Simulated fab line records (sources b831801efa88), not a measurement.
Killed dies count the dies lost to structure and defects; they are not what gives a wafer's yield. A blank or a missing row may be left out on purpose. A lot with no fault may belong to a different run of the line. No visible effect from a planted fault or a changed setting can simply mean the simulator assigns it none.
Matching of chambers -- flow gf180mcu -- 4 sister chambers for GF_V1_CMP_26 on cmp-01
The step polishes, stops on SiO2, t overpolish 15 s, target thk 0 nm. 18 wafers are shown with their chamber, then 9 later ones without.

WAFERS, EACH WITH ITS CHAMBER
wafer,chamber,motorCurrentA (A),timeToEndpointS (s),slurryFlowMlMin
L079.2,0,11.6,81,150.2
L079.3,3,11.3,87,149.4
L079.5,3,11.2,88,150.2
L081.2,0,11.6,82,149.7
L081.4,3,11.0,89,150.0
L081.6,2,10.4,78,149.5
L083.1,1,9.8,90,150.4
L083.4,2,10.5,82,149.8
L083.6,3,11.2,91,150.2
L086.2,3,10.9,89,150.1
L086.3,0,11.4,86,150.0
L086.5,3,11.1,88,150.2
L089.2,3,10.9,88,150.3
L089.3,1,9.7,84,149.8
L089.5,3,11.2,91,150.1
L092.1,3,11.0,86,150.3
L092.4,0,11.8,81,150.6
L092.5,3,10.8,88,150.2

SIGNATURES (averages over the wafers above)
reading,chamber 0,chamber 1,chamber 2,chamber 3,scatter within a chamber
motorCurrentA,11.600,9.750,10.450,11.060,0.154
timeToEndpointS,82.50,87.00,80.00,88.50,2.16
slurryFlowMlMin,150.125,150.100,149.650,150.100,0.301
Rule: distance of a wafer from a chamber = root of the sum over the readings of ((wafer's reading minus chamber's mean) / reading's scatter) squared. The wafer belongs to the nearest chamber; if the next one is less than 2 further off, it can't be placed. The scatter is the square root of a quotient: the sum, over the shown wafers, of each reading's squared deviation from its chamber's mean, divided by wafers minus chambers.

WAFERS WITH NO CHAMBER GIVEN
wafer,motorCurrentA (A),timeToEndpointS (s),slurryFlowMlMin
L093.3,10.7,88,149.6
L093.4,10.2,84,149.2
L093.6,11.5,87,150.4
L094.1,9.9,82,150.2
L094.4,10.3,84,149.9
L094.6,10.0,86,150.3
L097.4,10.4,82,150.2
L097.5,10.2,80,150.4
L097.6,11.5,92,149.9

EACH ONE'S CHAMBER
wafer,from the rows above,in truth
L093.3,can't be placed: 3 or 2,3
L093.4,can't be placed: 2 or 1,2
L093.6,can't be placed: 0 or 3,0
L094.1,can't be placed: 1 or 2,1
L094.4,can't be placed: 2 or 1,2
L094.6,1,1
L097.4,2,2
L097.5,can't be placed: 2 or 1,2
L097.6,can't be placed: 3 or 0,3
Placed correctly: 2 of 9. Cannot be placed on the basis of these rows: 7; the candidates contain the true chamber in 7. Placed wrongly: 0.
